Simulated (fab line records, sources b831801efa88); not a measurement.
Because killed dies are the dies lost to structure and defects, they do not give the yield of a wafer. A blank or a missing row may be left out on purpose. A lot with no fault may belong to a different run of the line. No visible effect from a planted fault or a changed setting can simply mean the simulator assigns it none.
fab line records | flow gf180mcu
record lots=13 | wafers=37 | last-day=34
route steps=602 shown MIM@512 V5@543 PASSIVATION@587
lots untouched by any fault: they come from a run of this same line in which no faults occurred
start-h: hours from the record's opening day to when the first of the lot's shown wafers began | wait-h: hours since the lot's step before | " unchanged from the row above | L1.1+2: a single row standing in for several wafers | - no value, or no start was given | * or withheld: withheld | < > ~ a bound
route shown NAME@n: NAME is a module with steps in the file, n the number in the route of the first one | usual: mean/standard deviation of fault-free wafers | same: alike in all rows | chamber/n: place in a boat | sites: readings site by site | _std_site: how widely they spread, as a standard deviation | _edge_site: the outer-site mean with the inner-site mean subtracted | radius-mm: how far each site lies from the wafer's centre | mask NAME#n: copy n | behind: tool/chamber where the wafer was last shaped | hold: reason for holding the lot/hours on hold/outcome of the hold | device: transistor that didn't switch, given as n, p or np | end of line: the route-end tests of the same wafers | a step with no rows: only its recipe | killed: not the wafer's yield, but the dies lost to structure and defects at the first sort | map: a wafer's dies, x killed, . not, _ none there
set.NAME: the setting the step ran with; set.NAME@STEP: the setting that earlier step ran with | model.NAME: the simulator's own value behind a step, which no gauge read
the route's steps for a sample of lots (tables are steps, rows are wafers)
services: a tool's chamber out of use, with start hour (start-h, from the record's first day; less than 0 if before it), hours out, and reason
## steps
# step GF_MIM_SPUTTER_09
# recipe material=TiN | target-thk-nm=35 | power-w=6500 | time-s=29.2 | chamber-pressure-pa=0.4
# usual throttle-valve-pct=29.9/1
lot.wafer | tool           | chamber | start-h | wait-h | throttle-valve-pct
L584.2    | pvd-sputter-02 | -       | 559.34  | 0.0    | 28.4
L584.5    | "              | -       | "       | "      | 31.0
L584.6    | "              | -       | "       | "      | 29.8
L585.3    | pvd-sputter-03 | -       | 569.88  | 0.0    | 29.3
L585.4    | "              | -       | "       | "      | 31.4
L585.5    | "              | -       | "       | "      | 29.4
L586.1    | pvd-sputter-01 | -       | 580.67  | 0.0    | 30.0
L586.3    | "              | -       | "       | "      | 31.4
L586.6    | "              | -       | "       | "      | 28.7
L587.1    | pvd-sputter-03 | -       | 583.90  | 0.0    | 28.8
L587.5    | "              | -       | "       | "      | 30.3
L587.6    | "              | -       | "       | "      | 28.9
L588.1    | pvd-sputter-01 | -       | 593.67  | 0.0    | 30.0
L588.3    | "              | -       | "       | "      | 28.4
L588.4    | "              | -       | "       | "      | 30.2
L589.1    | pvd-sputter-01 | -       | 605.06  | 0.0    | 30.0
L589.3    | "              | -       | "       | "      | 29.7
L589.5    | "              | -       | "       | "      | 28.6
L590.1    | pvd-sputter-03 | -       | 613.18  | 0.0    | 30.7
L590.3    | "              | -       | "       | "      | 29.0
L590.6    | "              | -       | "       | "      | 28.8
L591.3    | pvd-sputter-01 | -       | 616.66  | 0.0    | 30.3
L591.4    | "              | -       | "       | "      | 28.5
L591.5    | "              | -       | "       | "      | 29.9
L597.1    | pvd-sputter-01 | -       | 671.68  | 0.0    | 29.5
L597.2    | "              | -       | "       | "      | 31.3
L597.6    | "              | -       | "       | "      | 31.2
L599.5    | pvd-sputter-01 | -       | 683.92  | 0.0    | 29.9
L599.6    | "              | -       | "       | "      | 30.1
L600.4    | pvd-sputter-03 | -       | 684.48  | 0.0    | 29.1
L600.6    | "              | -       | "       | "      | 30.5
L601.4    | pvd-sputter-02 | -       | 697.19  | 0.0    | 29.8
L601.5    | "              | -       | "       | "      | 31.3
L601.6    | "              | -       | "       | "      | 30.0
L604.2    | pvd-sputter-02 | -       | 717.80  | 0.0    | 31.2
L604.4    | "              | -       | "       | "      | 28.6
L604.6    | "              | -       | "       | "      | 28.5
# step GF_V5_THK_MEAS_03
# recipe reads=SiO2_of_V5_CVD_02
# usual V5_CVD_02_THK=1456/17
lot.wafer | tool          | chamber | start-h | wait-h | V5_CVD_02_THK[nm]
L584.2    | film-metro-01 | -       | 602.77  | 0.1    | 1418
L584.5    | "             | -       | "       | "      | 1455
L584.6    | "             | -       | "       | "      | 1465
L585.3    | film-metro-01 | -       | 613.91  | 0.1    | 1440
L585.4    | "             | -       | "       | "      | 1477
L585.5    | "             | -       | "       | "      | 1488
L586.1    | film-metro-01 | -       | 623.82  | 0.1    | 1463
L586.3    | "             | -       | "       | "      | 1452
L586.6    | "             | -       | "       | "      | 1469
L587.1    | film-metro-03 | -       | 626.47  | 0.1    | 1445
L587.5    | "             | -       | "       | "      | 1464
L587.6    | "             | -       | "       | "      | 1473
L588.1    | film-metro-03 | -       | 636.45  | 0.1    | 1463
L588.3    | "             | -       | "       | "      | 1443
L588.4    | "             | -       | "       | "      | 1486
L589.1    | film-metro-02 | -       | 647.04  | 0.1    | 1433
L589.3    | "             | -       | "       | "      | 1447
L589.5    | "             | -       | "       | "      | 1464
L590.1    | film-metro-01 | -       | 654.20  | 0.1    | 1444
L590.3    | "             | -       | "       | "      | 1452
L590.6    | "             | -       | "       | "      | 1471
L591.3    | film-metro-03 | -       | 657.45  | 0.1    | 1444
L591.4    | "             | -       | "       | "      | 1468
L591.5    | "             | -       | "       | "      | 1458
L597.1    | film-metro-02 | -       | 710.64  | 0.1    | 1445
L597.2    | "             | -       | "       | "      | 1446
L597.6    | "             | -       | "       | "      | 1470
L599.5    | film-metro-02 | -       | 722.00  | 0.0    | 1463
L599.6    | "             | -       | "       | "      | 1459
L600.4    | film-metro-03 | -       | 722.29  | 0.0    | 1472
L600.6    | "             | -       | "       | "      | 1479
L601.4    | film-metro-03 | -       | 734.71  | 0.0    | 1472
L601.5    | "             | -       | "       | "      | 1468
L601.6    | "             | -       | "       | "      | 1475
L604.2    | film-metro-01 | -       | 752.82  | 0.1    | 1467
L604.4    | "             | -       | "       | "      | 1478
L604.6    | "             | -       | "       | "      | 1483
# step GF_V5_ETCH_16
# recipe chemistry=N2/H2 | target-depth-a=withheld | overetch-a=withheld | time-s=withheld | target=BARC | ion-energy-ev=200 | source-w=500 | bias-w=100 | pressure-mtorr=30 | n2-flow-sccm=100 | h2-flow-sccm=200
# usual drypump-motor-current-A=5.8/0.3 | oes-product-au=0.854/0.0051 | throttle-valve-pct=13.224/0.009
lot.wafer | tool        | chamber | start-h | wait-h | drypump-motor-current-A | oes-product-au | throttle-valve-pct
L584.2    | rie-diel-03 | 0       | 623.63  | 0.0    | 5.8                     | 0.851          | 13.233
L584.5    | "           | 0       | "       | "      | 5.8                     | 0.856          | 13.234
L584.6    | "           | 3       | "       | "      | 5.6                     | 0.845          | 13.237
L585.3    | rie-diel-01 | 2       | 634.41  | 0.0    | 5.3                     | 0.849          | 13.213
L585.4    | "           | 1       | "       | "      | 6.1                     | 0.855          | 13.220
L585.5    | "           | 2       | "       | "      | 5.3                     | 0.857          | 13.222
L586.1    | rie-diel-01 | 1       | 644.53  | 0.0    | 6.1                     | 0.850          | 13.233
L586.3    | "           | 3       | "       | "      | 6.2                     | 0.862          | 13.225
L586.6    | "           | 1       | "       | "      | 6.1                     | 0.853          | 13.237
L587.1    | rie-diel-03 | 1       | 647.26  | 0.0    | 5.8                     | 0.852          | 13.239
L587.5    | "           | 1       | "       | "      | 5.8                     | 0.854          | 13.233
L587.6    | "           | 2       | "       | "      | 6.3                     | 0.860          | 13.226
L588.1    | rie-diel-02 | 3       | 656.82  | 0.0    | 5.6                     | 0.848          | 13.236
L588.3    | "           | 0       | "       | "      | 6.1                     | 0.857          | 13.219
L588.4    | "           | 3       | "       | "      | 5.6                     | 0.847          | 13.220
L589.1    | rie-diel-03 | 3       | 666.81  | 0.0    | 5.6                     | 0.850          | 13.224
L589.3    | "           | 0       | "       | "      | 5.7                     | 0.856          | 13.220
L589.5    | "           | 1       | "       | "      | 5.8                     | 0.851          | 13.242
L590.1    | rie-diel-02 | 0       | 674.17  | 0.0    | 6.0                     | 0.856          | 13.215
L590.3    | "           | 2       | "       | "      | 5.8                     | 0.846          | 13.223
L590.6    | "           | 0       | "       | "      | 6.0                     | 0.858          | 13.236
L591.3    | rie-diel-01 | 3       | 676.72  | 0.0    | 6.2                     | 0.847          | 13.225
L591.4    | "           | 2       | "       | "      | 5.3                     | 0.854          | 13.222
L591.5    | "           | 1       | "       | "      | 6.1                     | 0.847          | 13.206
L597.1    | rie-diel-01 | 2       | 728.56  | 0.0    | 5.3                     | 0.862          | 13.231
L597.2    | "           | 1       | "       | "      | 6.1                     | 0.858          | 13.214
L597.6    | "           | 3       | "       | "      | 6.2                     | 0.844          | 13.219
L599.5    | rie-diel-01 | 1       | 739.49  | 0.0    | 6.1                     | 0.848          | 13.219
L599.6    | "           | 2       | "       | "      | 5.3                     | 0.856          | 13.214
L600.4    | rie-diel-03 | 0       | 740.12  | 0.0    | 5.7                     | 0.854          | 13.232
L600.6    | "           | 3       | "       | "      | 5.6                     | 0.857          | 13.242
L601.4    | rie-diel-01 | 0       | 752.01  | 0.0    | 5.5                     | 0.853          | 13.222
L601.5    | "           | 1       | "       | "      | 6.1                     | 0.854          | 13.221
L601.6    | "           | 0       | "       | "      | 5.5                     | 0.854          | 13.224
L604.2    | rie-diel-01 | 3       | 769.36  | 0.0    | 6.2                     | 0.856          | 13.225
L604.4    | "           | 2       | "       | "      | 5.3                     | 0.853          | 13.225
L604.6    | "           | 1       | "       | "      | 6.1                     | 0.854          | 13.216
# step GF_PASSIVATION_CVD_00
# recipe material=SiO2 | target-thk-nm=1000 | precursor=TEOS | temp-c=400 | time-s=111.95 | rf-w=600
# usual heater-power-w=700/160 | run-length-s=140.0/0.44
lot.wafer | tool     | chamber | start-h | wait-h | heater-power-w | run-length-s
L584.2    | pecvd-02 | 2       | 647.00  | 0.0    | 649            | 139.8
L584.5    | "        | 1       | "       | "      | 841            | 140.3
L584.6    | "        | 2       | "       | "      | 523            | 140.2
L585.3    | pecvd-01 | 0       | 656.69  | 0.0    | 515            | 139.9
L585.4    | "        | 2       | "       | "      | 356            | 140.1
L585.5    | "        | 1       | "       | "      | 896            | 140.4
L586.1    | pecvd-01 | 0       | 666.24  | 0.0    | 577            | 139.5
L586.3    | "        | 2       | "       | "      | 444            | 139.9
L586.6    | "        | 2       | "       | "      | 369            | 140.5
L587.1    | pecvd-02 | 2       | 669.65  | 0.0    | 619            | 139.9
L587.5    | "        | 1       | "       | "      | 836            | 140.0
L587.6    | "        | 0       | "       | "      | 570            | 139.8
L588.1    | pecvd-01 | 1       | 678.95  | 0.0    | 850            | 140.5
L588.3    | "        | 0       | "       | "      | 620            | 139.6
L588.4    | "        | 1       | "       | "      | 911            | 140.5
L589.1    | pecvd-02 | 2       | 687.90  | 0.0    | 626            | 139.9
L589.3    | "        | 1       | "       | "      | 842            | 140.2
L589.5    | "        | 1       | "       | "      | 675            | 140.7
L590.1    | pecvd-03 | 1       | 695.06  | 0.0    | 875            | 139.3
L590.3    | "        | 0       | "       | "      | 786            | 140.0
L590.6    | "        | 1       | "       | "      | 925            | 139.5
L591.3    | pecvd-01 | 2       | 698.00  | 0.0    | 389            | 140.0
L591.4    | "        | 0       | "       | "      | 600            | 140.1
L591.5    | "        | 1       | "       | "      | 789            | 140.0
L597.1    | pecvd-03 | 0       | 747.84  | 0.0    | 703            | 140.1
L597.2    | "        | 1       | "       | "      | 933            | 139.6
L597.6    | "        | 2       | "       | "      | 723            | 155.4
L599.5    | pecvd-03 | 0       | 759.05  | 0.0    | 666            | 155.3
L599.6    | "        | 1       | "       | "      | 917            | 154.3
L600.4    | pecvd-03 | 2       | 759.76  | 0.0    | 705            | 140.0
L600.6    | "        | 0       | "       | "      | 803            | 155.4
L601.4    | pecvd-02 | 0       | 769.91  | 0.0    | 450            | 139.6
L601.5    | "        | 1       | "       | "      | 800            | 140.3
L601.6    | "        | 2       | "       | "      | 638            | 139.9
L604.2    | pecvd-02 | 0       | 786.94  | 0.0    | 510            | 139.9
L604.4    | "        | 1       | "       | "      | 849            | 140.3
L604.6    | "        | 2       | "       | "      | 542            | 140.6
# step GF_PASSIVATION_THK_MEAS_01
# recipe reads=SiO2_of_PASSIVATION_CVD_00
# usual PASSIVATION_CVD_00_THK=1005/13
lot.wafer | tool          | chamber | start-h | wait-h | PASSIVATION_CVD_00_THK[nm]
L584.2    | film-metro-04 | -       | 647.09  | 0.0    | 1008
L584.5    | "             | -       | "       | "      | 1017
L584.6    | "             | -       | "       | "      | 1015
L585.3    | film-metro-02 | -       | 656.79  | 0.1    | 992
L585.4    | "             | -       | "       | "      | 1000
L585.5    | "             | -       | "       | "      | 1016
L586.1    | film-metro-03 | -       | 666.32  | 0.0    | 1000
L586.3    | "             | -       | "       | "      | 985
L586.6    | "             | -       | "       | "      | 1013
L587.1    | film-metro-02 | -       | 669.72  | 0.0    | 985
L587.5    | "             | -       | "       | "      | 997
L587.6    | "             | -       | "       | "      | 1025
L588.1    | film-metro-02 | -       | 679.02  | 0.0    | 1010
L588.3    | "             | -       | "       | "      | 1001
L588.4    | "             | -       | "       | "      | 1022
L589.1    | film-metro-04 | -       | 687.98  | 0.0    | 995
L589.3    | "             | -       | "       | "      | 993
L589.5    | "             | -       | "       | "      | 1002
L590.1    | film-metro-04 | -       | 695.14  | 0.0    | 1015
L590.3    | "             | -       | "       | "      | 1009
L590.6    | "             | -       | "       | "      | 1030
L591.3    | film-metro-04 | -       | 698.10  | 0.1    | 989
L591.4    | "             | -       | "       | "      | 1004
L591.5    | "             | -       | "       | "      | 1010
L597.1    | film-metro-03 | -       | 747.92  | 0.0    | 1002
L597.2    | "             | -       | "       | "      | 994
L597.6    | "             | -       | "       | "      | 1161
L599.5    | film-metro-03 | -       | 759.13  | 0.0    | 1128
L599.6    | "             | -       | "       | "      | 1143
L600.4    | film-metro-03 | -       | 759.83  | 0.0    | 1023
L600.6    | "             | -       | "       | "      | 1149
L601.4    | film-metro-04 | -       | 769.98  | 0.0    | 1020
L601.5    | "             | -       | "       | "      | 1014
L601.6    | "             | -       | "       | "      | 1011
L604.2    | film-metro-04 | -       | 787.03  | 0.0    | 1006
L604.4    | "             | -       | "       | "      | 1013
L604.6    | "             | -       | "       | "      | 1013
## services
tool           | chamber | start-h | hours | kind
rie-diel-02    | 0       | 556.39  | 5.3   | repair
pecvd-02       | -       | 560.54  | 1.6   | repair
pvd-sputter-03 | -       | 570.37  | 10.8  | repair
pecvd-01       | -       | 576.49  | 1.8   | repair
pecvd-01       | 0       | 590.83  | 5.3   | repair
pvd-sputter-01 | -       | 594.80  | 1.5   | repair
pvd-sputter-01 | -       | 603.62  | 1.2   | repair
rie-diel-01    | 1       | 610.16  | 13.2  | repair
pecvd-03       | 2       | 637.08  | 15.2  | repair
rie-diel-03    | -       | 677.10  | 0.2   | repair
pecvd-03       | -       | 679.91  | 1.2   | repair
pecvd-03       | 0       | 696.68  | 3.5   | repair
rie-diel-01    | 2       | 698.95  | 2.8   | repair
rie-diel-01    | 0       | 705.33  | 9.0   | repair
rie-diel-03    | 3       | 715.05  | 10.3  | repair
pecvd-02       | 2       | 737.48  | 9.2   | repair
pecvd-01       | 1       | 753.64  | 15.8  | repair
pvd-sputter-01 | -       | 757.80  | 4.0   | repair
pecvd-01       | -       | 764.80  | 14.6  | pm
pecvd-03       | -       | 765.90  | 2.8   | pm
rie-diel-01    | 3       | 771.56  | 1.6   | repair
pvd-sputter-03 | -       | 773.80  | 0.5   | repair
rie-diel-03    | -       | 777.14  | 4.3   | pm
pecvd-02       | -       | 786.29  | 0.3   | repair
## key
first-sign step=GF_PASSIVATION_CVD_00 | reading=run-length-s | direction=up | sigmas=34 | usual=* | struck=*
effect step=GF_PASSIVATION_THK_MEAS_01 | reading=PASSIVATION_CVD_00_THK | direction=up | sigmas=11 | usual=1005 | struck=1145
met-at GF_PASSIVATION_CVD_00
struck-lots L597,L599,L600
struck-wafers L597.6,L599.5,L599.6,L600.6
later-rows-left-out L597.6
sort-left-out L597.6
not-acting-at GF_MIM_SPUTTER_09,GF_V5_THK_MEAS_03,GF_V5_ETCH_16
onset-between 695.06 747.84
fault kind=process-parameter-drift | tool=pecvd-03 | chamber=- | onset-h=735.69 | steps=GF_PASSIVATION_CVD_00 | channel=time-s | offset=* | shape=step | end-h=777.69 | scope=struck-wafers-only | acts-in=* | stated=*
# sort-left-out: the simulated sort isn't trusted on such a fault, so these wafers' sort isn't shown, and their yield isn't known
# later-rows-left-out: the simulator's readings of these wafers behind a module that went badly wrong aren't trusted and aren't shown, but for the sort
